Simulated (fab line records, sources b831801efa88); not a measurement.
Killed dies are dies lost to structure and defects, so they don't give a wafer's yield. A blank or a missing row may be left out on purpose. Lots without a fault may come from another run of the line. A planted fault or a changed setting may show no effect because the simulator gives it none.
Which tool did it? | flow sky130 | 12 lots, 36 wafers sampled, at 2 steps of a route of 708

WHAT THE GAUGES READ, wafer by wafer
SKY_SD_N_RS_MEAS_18: measures by four-point-probe.
lot  | measured     | on            | RES_XHIGH_RS (ohm/sq)
L075 | day 28 13:34 | film_metro-04 | 330.7 331.7 332.8
L077 | day 28 22:40 | film_metro-02 | 333.6 333.6 332.8
L079 | day 29 11:23 | film_metro-04 | 333.6 335.5 334.9
L081 | day 31 01:49 | film_metro-01 | 334.0 333.9 333.3
L083 | day 31 14:09 | film_metro-02 | 333.1 333.5 334.3
L084 | day 32 04:40 | film_metro-01 | 331.5 332.5 333.2
L087 | day 33 04:34 | film_metro-01 | 330.0 330.4 331.2
L089 | day 33 11:56 | film_metro-01 | 329.5 330.8 329.9
L090 | day 34 05:37 | film_metro-01 | 334.0 331.9 332.1
L094 | day 34 16:43 | film_metro-01 | 332.3 331.3 332.0
L095 | day 34 23:33 | film_metro-02 | 335.2 335.3 335.0
L097 | day 35 10:47 | film_metro-04 | 332.9 331.9 333.0

WHICH TOOL RAN EACH LOT (tool, then ch and the chambers of the sampled wafers, then the start)
lot  | SKY_SONOS_ONO_STRIP_17
L075 | plasma_asher-01 ch 0,1, day 13 04:15
L077 | plasma_asher-04 ch 0, day 13 14:20
L079 | plasma_asher-03 ch 1, day 14 02:45
L081 | plasma_asher-03 ch 0,1, day 15 01:50
L083 | plasma_asher-03 ch 0,1, day 15 22:50
L084 | plasma_asher-01 ch 0,1, day 16 17:43
L087 | plasma_asher-04 ch 0,1, day 17 09:14
L089 | plasma_asher-01 ch 0,1, day 18 05:14
L090 | plasma_asher-03 ch 0,1, day 18 18:38
L094 | plasma_asher-04 ch 0,1, day 19 12:11
L095 | plasma_asher-03 ch 0,1, day 19 23:49
L097 | plasma_asher-01 ch 0,1, day 20 09:10
- SKY_SONOS_ONO_STRIP_17: strips in O2/N2.

THE ANSWER, worked out from the rows above alone
Rule: what is usual is taken from the lots themselves. Put in order of their means at a reading, lots are off if they are a third of the lots or fewer, leave a main group of 4 or more, and stand apart from it by a gap of 3 or more times the standard deviation of the main group's means; of several such gaps the widest counts. A main group whose means are all the same, to the digits that the tables above print for the reading, isn't used. A lot without any number at a reading at which 4 lots or more have one is off too. The other lots that the step has rows for count as sound.
No lot is off at any reading shown: from this, nothing can be told.

WHAT THE SIMULATOR HAD PUT IN
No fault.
